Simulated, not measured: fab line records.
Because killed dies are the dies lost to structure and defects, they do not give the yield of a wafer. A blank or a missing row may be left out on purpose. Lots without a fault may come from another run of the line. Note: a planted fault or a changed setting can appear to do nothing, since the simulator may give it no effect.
fab line records    flow sky130
record lots=6  wafers=18  lastDay=50
route steps=708 shown METAL3@566 VIA3@573 PAD_OPEN@708
lots with no fault: from the same line, run without faults
startH: hours from the record's first day to the start of the lot's first wafer shown    waitH: hours elapsed since this lot's preceding step    " same as the row above    L1.1+2: a row that stands for several wafers    - no value, or no start given    * or withheld: withheld    < > ~ a bound
route shown NAME@n: names a module that has steps shown in the file, with the first one's number in the route    usual: mean/standard deviation taken from wafers without a fault    same: alike in all rows    chamber/n: place in a boat    sites: per-site readings    _std_site: standard deviation across them    _edge_site: outer sites' mean less inner sites'    radiusMm: for every site, how far away it sits from the centre of the wafer    mask NAME#n: copy n    behind: the tool/chamber that last shaped the wafer    hold: what put the lot on hold/how long, in hours/how the hold closed    device: the transistor (n, p or np) that didn't switch    end of line: at the end of the route, the tests of the same wafers    for a step that has no rows: nothing shown but its recipe    killed: count of dies lost to structure and defects at first sort (not the wafer's yield)    map: the dies of a wafer, with x for killed, . for not killed, _ for no die there
set.NAME: the setting as run; set.NAME@STEP: as run at that earlier step    model.NAME: the simulator's own value behind a step, which no gauge read
certain route steps with their lots: each step a table, each wafer a row
services: from which hour (startH, from the record's first day; less than 0 if before it) a tool's chamber was out of use, for how many hours, and why
## steps
# step SKY_METAL3_ETCH_16
# recipe chemistry=N2/H2  target=BARC  ionEnergyEv=200  biasW=97.29  pressureMtorr=30  n2FlowSccm=100  h2FlowSccm=200  icpW=500  stopOn=SiO2  timeS=88.2  targetDepthA=600
# usual drypumpMotorCurrentA=5.9/0.47  n2FlowSccm=100.0/0.31  oesProductAu=0.626/0.0045  throttleValvePct=13.205/0.0077
lot.wafer  tool         chamber  startH   waitH  drypumpMotorCurrentA  n2FlowSccm  oesProductAu  rfHoursCounterH  throttleValvePct
L241.3     rieMetal-04  0        902.69   0.0    6.2                   99.8        0.625         -                13.201
L241.4     "            1        "        "      6.4                   99.4        0.624         -                13.195
L241.5     "            1        "        "      6.4                   99.6        0.621         -                13.201
L243.1     rieMetal-01  1        915.00   0.1    5.1                   100.0       0.636         13               13.209
L243.5     "            1        "        "      5.1                   100.2       0.631         -                13.207
L243.6     "            1        "        "      5.1                   99.9        0.628         -                13.210
L259.2     rieMetal-04  1        1031.66  0.0    6.4                   99.9        0.634         18               13.200
L259.3     "            0        "        "      6.2                   99.8        0.627         -                13.204
L259.5     "            1        "        "      6.4                   100.5       0.622         -                13.207
L260.4     rieMetal-02  1        1040.35  0.0    5.8                   100.0       0.624         -                13.209
L260.5     "            1        "        "      5.8                   99.7        0.623         -                13.206
L260.6     "            0        "        "      5.5                   100.0       0.628         -                13.206
L264.1     rieMetal-01  0        1068.81  0.0    5.9                   100.2       0.625         8                13.192
L264.2     "            1        "        "      5.1                   100.2       0.631         24               13.199
L264.6     "            1        "        "      5.1                   100.3       0.628         -                13.208
L263.2     rieMetal-02  1        1069.86  0.0    5.8                   100.0       0.618         8                13.199
L263.4     "            0        "        "      5.5                   99.4        0.628         -                13.212
L263.6     "            1        "        "      5.8                   99.9        0.619         -                13.201
# step SKY_METAL3_ETCH_17
# recipe target=SiO2  stopOn=TiN  chemistry=C4F8/O2/Ar  sourceW=1500  biasW=1200  pressureMtorr=40  c4f8FlowSccm=withheld  O2_flow_sccm=6  Ar_flow_sccm=300  timeS=3.9  targetDepthA=150
# usual oesProductAu=0.757/0.0075
lot.wafer  tool        chamber  startH   waitH  oesProductAu  rfHoursCounterH
L241.3     rieDiel-02  3        902.76   0.0    0.752         7
L241.4     "           1        "        "      0.760         13
L241.5     "           0        "        "      0.748         -
L243.1     rieDiel-02  0        915.20   0.2    0.746         16
L243.5     "           0        "        "      0.763         -
L243.6     "           1        "        "      0.764         -
L259.2     rieDiel-01  2        1031.76  0.1    0.752         4
L259.3     "           1        "        "      0.759         12
L259.5     "           1        "        "      0.744         -
L260.4     rieDiel-04  0        1040.41  0.0    0.758         18
L260.5     "           0        "        "      0.763         -
L260.6     "           1        "        "      0.760         -
L264.1     rieDiel-01  3        1068.91  0.1    0.751         19
L264.2     "           0        "        "      0.758         7
L264.6     "           2        "        "      0.755         -
L263.2     rieDiel-02  0        1069.96  0.1    0.755         21
L263.4     "           0        "        "      0.764         -
L263.6     "           2        "        "      0.775         -
# step SKY_METAL3_METAL_ETCH_18
# recipe targetDepthA=8450  stopOn=SiO2  overEtchFrac=0.3  timeS=183.1  chemistry=Cl2/BCl3  resistSidewallDeg=88  pressureMtorr=10  icpW=900  biasW=48.5  Cl2_flow_sccm=60  bcl3FlowSccm=30
# usual drypumpMotorCurrentA=5.7/0.37  oesProductAu=0.865/0.0077  throttleValvePct=22.264/0.0091
# same overEtchFrac=0.3
lot.wafer  tool         chamber  startH   waitH  drypumpMotorCurrentA  oesProductAu  rfHoursCounterH  throttleValvePct
L241.3     rieMetal-02  1        902.84   0.1    5.8                   0.863         -                22.272
L241.4     "            0        "        "      5.5                   0.878         -                22.270
L241.5     "            0        "        "      5.5                   0.870         -                22.253
L243.1     rieMetal-04  0        915.22   0.0    6.1                   0.864         10               22.265
L243.5     "            0        "        "      6.1                   0.861         -                22.267
L243.6     "            1        "        "      6.4                   0.866         -                22.276
L259.2     rieMetal-01  0        1031.78  0.0    5.9                   0.867         6                22.271
L259.3     "            0        "        "      5.9                   0.860         -                22.261
L259.5     "            0        "        "      5.9                   0.866         -                22.266
L260.4     rieMetal-01  1        1040.49  0.1    5.1                   0.865         -                22.263
L260.5     "            1        "        "      5.1                   0.852         -                22.251
L260.6     "            0        "        "      5.9                   0.856         -                22.282
L264.1     rieMetal-04  1        1068.93  0.0    6.4                   0.856         20               22.265
L264.2     "            0        "        "      6.1                   0.866         18               22.269
L264.6     "            1        "        "      6.4                   0.868         -                22.254
L263.2     rieMetal-01  1        1069.98  0.0    5.1                   0.858         24               22.270
L263.4     "            1        "        "      5.1                   0.857         -                22.268
L263.6     "            0        "        "      5.9                   0.861         -                22.277
# step SKY_METAL3_STRIP_19
# recipe chemistry=O2/N2  powerW=1400  pressureMtorr=1500  platenTempC=withheld  o2FlowSccm=3000  n2FlowSccm=300  overashFraction=0.5
# usual drypumpMotorCurrentA=5.9/0.3  n2FlowSccm=299.9/0.99  oesProductAu=0.502/0.0067  stripTimeToEndpointS=6.54/0.12
lot.wafer  tool            chamber  startH   waitH  drypumpMotorCurrentA  n2FlowSccm  oesProductAu  rfHoursCounterH  stripTimeToEndpointS
L241.3     plasmaAsher-04  0        902.99   0.1    6.1                   299.5       0.507         -                6.74
L241.4     "               1        "        "      6.1                   299.7       0.498         -                6.46
L241.5     "               0        "        "      6.1                   300.6       0.500         -                6.53
L243.1     plasmaAsher-04  1        915.39   0.1    6.1                   297.8       0.498         17               6.56
L243.5     "               1        "        "      6.0                   300.7       0.502         -                6.56
L243.6     "               0        "        "      6.0                   299.2       0.513         -                6.78
L259.2     plasmaAsher-03  0        1031.95  0.1    5.9                   301.1       0.510         93               6.49
L259.3     "               0        "        "      5.9                   301.1       0.500         -                6.50
L259.5     "               0        "        "      5.9                   299.8       0.495         -                6.53
L260.4     plasmaAsher-03  1        1040.64  0.1    6.5                   299.4       0.500         -                6.45
L260.5     "               1        "        "      6.5                   300.2       0.497         -                6.47
L260.6     "               0        "        "      5.9                   299.1       0.499         -                6.51
L264.1     plasmaAsher-02  0        1069.10  0.1    5.9                   300.0       0.510         0                6.72
L264.2     "               1        "        "      5.5                   299.6       0.503         0                6.45
L264.6     "               1        "        "      5.5                   299.4       0.508         -                6.68
L263.2     plasmaAsher-04  1        1070.16  0.1    6.1                   300.5       0.489         33               6.29
L263.4     "               0        "        "      6.1                   299.1       0.501         -                6.34
L263.6     "               1        "        "      6.0                   300.8       0.504         -                6.42
# step SKY_METAL3_STRIP_20
# recipe chemistry=postEtchResidueRemover  timeS=1200  tempC=72.5
# step SKY_METAL3_CLEAN_21
# recipe chemistry=IPA  timeS=180  tempC=25
# step SKY_METAL3_CLEAN_22
# recipe chemistry=O3/DIW  dry=n2Spin
# step SKY_VIA3_HDPCVD_00
# recipe material=SiO2  targetThkNm=1635  sigmaOpenFrac=0.3  timeS=272.5  tempC=400  sih4FlowSccm=60  pressureMtorr=6
# step SKY_VIA3_THK_MEAS_01
# recipe reads=SiO2_of_VIA3_HDPCVD_00
# usual VIA3_HDPCVD_THK=1630/18
lot.wafer  tool          chamber  startH   waitH  VIA3_HDPCVD_THK[nm]
L241.3     filmMetro-01  -        903.73   0.1    1642
L241.4     "             -        "        "      1655
L241.5     "             -        "        "      1662
L243.1     filmMetro-01  -        916.15   0.1    1647
L243.5     "             -        "        "      1638
L243.6     "             -        "        "      1655
L259.2     filmMetro-04  -        1032.72  0.1    1583
L259.3     "             -        "        "      1624
L259.5     "             -        "        "      1641
L260.4     filmMetro-04  -        1041.40  0.0    1638
L260.5     "             -        "        "      1633
L260.6     "             -        "        "      1643
L264.1     filmMetro-04  -        1069.86  0.1    1629
L264.2     "             -        "        "      1616
L264.6     "             -        "        "      1636
L263.2     filmMetro-01  -        1070.93  0.1    1628
L263.4     "             -        "        "      1618
L263.6     "             -        "        "      1602
# step SKY_VIA3_CMP_02
# recipe material=SiO2  downForcePsi=4  platenRpm=60  padVelocityMS=0.94248
# usual motorCurrentA=11.5/1.3
lot.wafer  tool    chamber  startH   waitH  motorCurrentA
L241.4     cmp-01  0        903.82   0.1    10.5
L241.3     "       2        "        "      13.2
L241.5     "       0        "        "      10.5
L243.1     cmp-01  2        916.31   0.1    13.5
L243.5     "       0        "        "      10.0
L243.6     "       1        "        "      11.6
L259.3     cmp-02  0        1032.77  0.0    12.8
L259.2     "       2        "        "      10.5
L259.5     "       1        "        "      11.5
L260.4     cmp-01  2        1041.58  0.2    13.2
L260.5     "       3        "        "      12.3
L260.6     "       0        "        "      9.9
L264.1     cmp-01  0        1069.92  0.1    9.8
L264.2     "       2        "        "      13.1
L264.6     "       0        "        "      10.4
L263.4     cmp-02  2        1071.03  0.1    10.4
L263.2     "       3        "        "      9.7
L263.6     "       1        "        "      11.3
# step SKY_VIA3_BOW_MEAS_03
# recipe mode=bow
# usual VIA3_BOW=82/7.6
lot.wafer  tool          chamber  startH   waitH  VIA3_BOW[um]
L241.3     filmMetro-03  -        904.11   0.1    73
L241.4     "             -        "        "      80
L241.5     "             -        "        "      82
L243.1     filmMetro-03  -        916.51   0.1    91
L243.5     "             -        "        "      90
L243.6     "             -        "        "      86
L259.2     filmMetro-04  -        1033.09  0.2    84
L259.3     "             -        "        "      70
L259.5     "             -        "        "      65
L260.4     filmMetro-03  -        1041.79  0.2    79
L260.5     "             -        "        "      70
L260.6     "             -        "        "      85
L264.1     filmMetro-03  -        1070.22  0.2    97
L264.2     "             -        "        "      65
L264.6     "             -        "        "      84
L263.2     filmMetro-04  -        1071.30  0.2    85
L263.4     "             -        "        "      71
L263.6     "             -        "        "      77
# step SKY_VIA3_DEHYDRATE_04
# recipe tempC=200  timeS=60
# step SKY_VIA3_HMDS_05
# recipe primeTimeS=60  primeTempC=120
# usual primeTempC=120.03/0.14
lot.wafer  tool           chamber  startH   waitH  primeTempC
L241.3     lithoTrack-02  0        915.87   0.1    120.10
L241.4     "              0        "        "      120.01
L241.5     "              0        "        "      120.19
L243.1     lithoTrack-03  0        929.16   0.1    120.02
L243.5     "              0        "        "      120.21
L243.6     "              0        "        "      120.20
L259.2     lithoTrack-03  0        1043.74  0.1    121.07
L259.3     "              0        "        "      121.05
L259.5     "              0        "        "      121.00
L260.4     lithoTrack-03  0        1052.64  0.1    120.83
L260.5     "              0        "        "      120.87
L260.6     "              0        "        "      120.80
L264.1     lithoTrack-04  0        1080.78  0.1    120.01
L264.2     "              0        "        "      119.95
L264.6     "              0        "        "      120.01
L263.2     lithoTrack-02  0        1081.70  0.1    120.11
L263.4     "              0        "        "      120.25
L263.6     "              0        "        "      120.09
# step SKY_VIA3_COAT_06
# recipe resist=BARC  tempC=withheld  timeS=withheld  spinRpm=3000  resistThkNm=60
# step SKY_PAD_OPEN_PROBE_99
# usual defectLimitedYield=82.5/1.9  killed_at_M0_to_M3=42/6.9  killed_at_M4_up=3.2/1.7  killedAtContacts=25/5.1  killedAtFrontEnd=15/4.5  killedAtOther=0.4/0.63  killedDies=86/9.3  killedOpen=46/7  killedShort=39/6.9  sort_bin_3_pad_short=0.9/0.45  sort_bin_5_function=10.4/1.5  sort_bin_6_memory=6.3/1.1  sortNPass=406/9.3  sortYieldPct=82.5/1.9
# same grossDies=492  killedAtBackSide=0  sort_bin_4_leakage[%]=0  sort_bin_8_speed[%]=0
lot.wafer  tool       chamber  startH   waitH  defectLimitedYield[%]  killed_at_M0_to_M3  killed_at_M4_up  killedAtContacts  killedAtFrontEnd  killedAtOther  killedDies  killedOpen  killedShort  sort_bin_3_pad_short[%]  sort_bin_5_function[%]  sort_bin_6_memory[%]  sortNPass  sortYieldPct[%]
L241.3     prober-01  -        1077.29  0.2    83.7                   43                  2                21                13                1              80          47          33           0.8                      9.1                     6.3                   412        83.7
L241.4     prober-01  -        1077.34  0.2    83.5                   28                  8                19                26                0              81          38          42           1.0                      8.9                     6.5                   411        83.5
L241.5     prober-01  -        1077.39  0.2    86.6                   40                  1                14                11                0              66          39          27           0.4                      7.9                     5.1                   426        86.6
L243.1     prober-01  -        1087.40  0.1    81.3                   50                  4                28                10                0              92          59          33           0.6                      12.8                    5.3                   400        81.3
L243.5     prober-01  -        1087.60  0.2    81.3                   39                  4                24                23                2              92          50          42           0.2                      11.6                    6.9                   400        81.3
L243.6     prober-01  -        1087.65  0.2    78.7                   58                  3                27                17                0              105         56          49           1.4                      14.2                    5.7                   387        78.7
L259.2     prober-02  -        1180.69  0.1    83.1                   44                  0                22                17                0              83          50          33           0.8                      11.0                    5.1                   409        83.1
L259.3     prober-02  -        1180.74  0.2    83.3                   46                  4                20                12                0              82          36          46           0.6                      10.2                    5.9                   410        83.3
L259.5     prober-02  -        1180.84  0.2    83.5                   38                  2                30                11                0              81          49          32           0.4                      10.6                    5.5                   411        83.5
L260.4     prober-01  -        1187.30  0.2    85.2                   43                  0                15                15                0              73          44          29           0.4                      9.1                     5.3                   419        85.2
L260.5     prober-01  -        1187.35  0.2    82.1                   46                  3                29                10                0              88          48          40           0.8                      9.8                     7.3                   404        82.1
L260.6     prober-01  -        1187.40  0.2    79.9                   45                  3                35                16                0              99          58          41           1.0                      12.2                    6.9                   393        79.9
L263.2     prober-01  -        1208.08  0.1    81.3                   47                  2                30                13                0              92          53          39           1.4                      11.0                    6.3                   400        81.3
L263.4     prober-01  -        1208.18  0.2    82.7                   46                  4                28                7                 0              85          40          45           1.6                      9.3                     6.3                   407        82.7
L263.6     prober-01  -        1208.28  0.2    80.5                   45                  2                27                22                0              96          48          48           1.2                      12.4                    5.9                   396        80.5
# killed by level:class
L241.3 VIA1:geometricParticle:open=12 CONTACT:geometricParticle:open=8 VIA3:geometricParticle:open=7 LI_CONTACT:geometricParticle:open=6 VIA1:geometricParticle:short=5 CONTACT:geometricParticle:short=4 VIA2:geometricParticle:open=4 FIELD_ISO:geometricParticle:open=3
L241.4 FIELD_ISO:geometricParticle:short=9 VIA1:geometricParticle:open=8 FIELD_ISO:geometricParticle:open=6 CONTACT:geometricParticle:open=6 METAL4:geometricParticle:short=6 CONTACT:geometricParticle:short=5 LI_CONTACT:geometricParticle:open=4 POLY_GATE:geometricParticle:short=3
L241.5 VIA1:geometricParticle:open=11 VIA3:geometricParticle:open=9 CONTACT:geometricParticle:open=6 VIA1:geometricParticle:short=5 METAL1:geometricParticle:short=4 VIA2:geometricParticle:open=4 POLY_GATE:geometricParticle:short=3 POLY_GATE:geometricParticle:open=3
L243.1 VIA1:geometricParticle:open=15 LI_CONTACT:geometricParticle:open=12 CONTACT:geometricParticle:open=10 VIA3:geometricParticle:open=8 VIA2:geometricParticle:open=7 METAL1:geometricParticle:short=6 VIA1:geometricParticle:short=5 METAL2:geometricParticle:short=3
L243.5 VIA1:geometricParticle:open=10 POLY_GATE:geometricParticle:short=8 LI_CONTACT:geometricParticle:short=7 LI_CONTACT:geometricParticle:open=7 VIA2:geometricParticle:open=7 FIELD_ISO:geometricParticle:open=6 CONTACT:geometricParticle:open=6 METAL1:geometricParticle:short=6
L243.6 VIA1:geometricParticle:open=23 LOCAL_INTERCONNECT:geometricParticle:short=8 CONTACT:geometricParticle:open=7 VIA1:geometricParticle:short=7 METAL2:geometricParticle:short=7 FIELD_ISO:geometricParticle:short=6 FIELD_ISO:geometricParticle:open=6 LI_CONTACT:geometricParticle:open=6
L259.2 CONTACT:geometricParticle:open=10 VIA3:geometricParticle:open=10 VIA1:geometricParticle:open=9 VIA2:geometricParticle:open=9 POLY_GATE:geometricParticle:short=6 LOCAL_INTERCONNECT:geometricParticle:short=5 METAL1:geometricParticle:short=5 POLY_GATE:geometricParticle:open=4
L259.3 VIA1:geometricParticle:open=12 VIA1:geometricParticle:short=8 CONTACT:geometricParticle:short=7 METAL2:geometricParticle:short=7 LI_CONTACT:geometricParticle:open=6 METAL1:geometricParticle:short=4 VIA2:geometricParticle:short=4 METAL4:geometricParticle:short=4
L259.5 CONTACT:geometricParticle:open=10 LI_CONTACT:geometricParticle:open=9 CONTACT:geometricParticle:short=8 VIA1:geometricParticle:open=7 METAL2:geometricParticle:short=7 VIA2:geometricParticle:open=6 VIA1:geometricParticle:short=6 POLY_GATE:geometricParticle:open=5
L260.4 VIA2:geometricParticle:open=9 POLY_GATE:geometricParticle:open=8 VIA1:geometricParticle:open=7 VIA1:geometricParticle:short=6 CONTACT:geometricParticle:open=6 VIA3:geometricParticle:open=5 LI_CONTACT:geometricParticle:open=4 METAL2:geometricParticle:short=4
L260.5 VIA1:geometricParticle:open=12 METAL2:geometricParticle:short=8 LI_CONTACT:geometricParticle:open=7 CONTACT:geometricParticle:open=7 CONTACT:geometricParticle:short=7 VIA2:geometricParticle:open=6 VIA3:geometricParticle:open=6 METAL1:geometricParticle:short=5
L260.6 CONTACT:geometricParticle:open=15 VIA1:geometricParticle:open=15 LI_CONTACT:geometricParticle:open=7 FIELD_ISO:geometricParticle:short=6 CONTACT:geometricParticle:short=6 VIA3:geometricParticle:open=6 VIA2:geometricParticle:open=5 FIELD_ISO:geometricParticle:open=4
L263.2 VIA1:geometricParticle:open=15 CONTACT:geometricParticle:short=9 CONTACT:geometricParticle:open=8 METAL1:geometricParticle:short=8 LI_CONTACT:geometricParticle:open=7 VIA3:geometricParticle:open=6 VIA2:geometricParticle:open=4 POLY_GATE:geometricParticle:open=3
L263.4 VIA1:geometricParticle:open=12 LI_CONTACT:geometricParticle:open=7 CONTACT:geometricParticle:short=6 METAL1:geometricParticle:short=6 CONTACT:geometricParticle:open=6 LOCAL_INTERCONNECT:geometricParticle:short=6 VIA1:geometricParticle:short=6 METAL2:geometricParticle:short=6
L263.6 VIA1:geometricParticle:open=11 LOCAL_INTERCONNECT:geometricParticle:short=8 LI_CONTACT:geometricParticle:open=7 CONTACT:geometricParticle:short=7 METAL1:geometricParticle:short=7 POLY_GATE:geometricParticle:short=6 VIA3:geometricParticle:open=6 CONTACT:geometricParticle:open=5
## services
tool            chamber  startH   hours  kind
rieMetal-04     1        891.65   6.7    repair
plasmaAsher-03  -        911.56   3.2    repair
cmp-01          -        912.00   4.0    pm
plasmaAsher-02  -        929.95   3.3    repair
cmp-01          -        930.32   1.3    repair
rieDiel-04      3        939.36   9.7    repair
cmp-01          -        940.29   3.6    repair
rieDiel-02      -        950.67   0.4    repair
rieMetal-01     0        951.56   3.3    repair
plasmaAsher-03  -        958.84   1.6    repair
cmp-02          -        967.68   1.8    repair
cmp-02          -        980.76   1.5    repair
cmp-02          -        985.39   1.1    repair
cmp-02          -        990.02   0.4    repair
plasmaAsher-03  -        990.17   1.4    repair
rieMetal-04     -        997.80   0.9    repair
rieMetal-01     0        1017.30  3.6    repair
cmp-01          -        1029.14  3.4    pm
rieMetal-01     0        1048.92  16.9   repair
rieDiel-02      1        1052.08  57.6   repair
cmp-01          -        1056.23  4.2    pm
cmp-01          -        1072.16  1.3    repair
plasmaAsher-03  -        1073.49  0.9    repair
cmp-01          -        1079.40  2.4    repair
## key
firstSign step=SKY_VIA3_HMDS_05  reading=primeTempC  direction=up  sigmas=6.4  usual=*  struck=*
effect none on later readings
metAt SKY_VIA3_HMDS_05
struckWafers L259.2,L259.3,L259.5,L260.4,L260.5,L260.6
onsetBetween 929.16 1043.74
fault kind=processParameterDrift  tool=lithoTrack-03  chamber=-  onsetH=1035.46  steps=SKY_VIA3_HMDS_05  channel=primeTempC  offset=*  shape=step  endH=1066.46  actsIn=*  stated=*
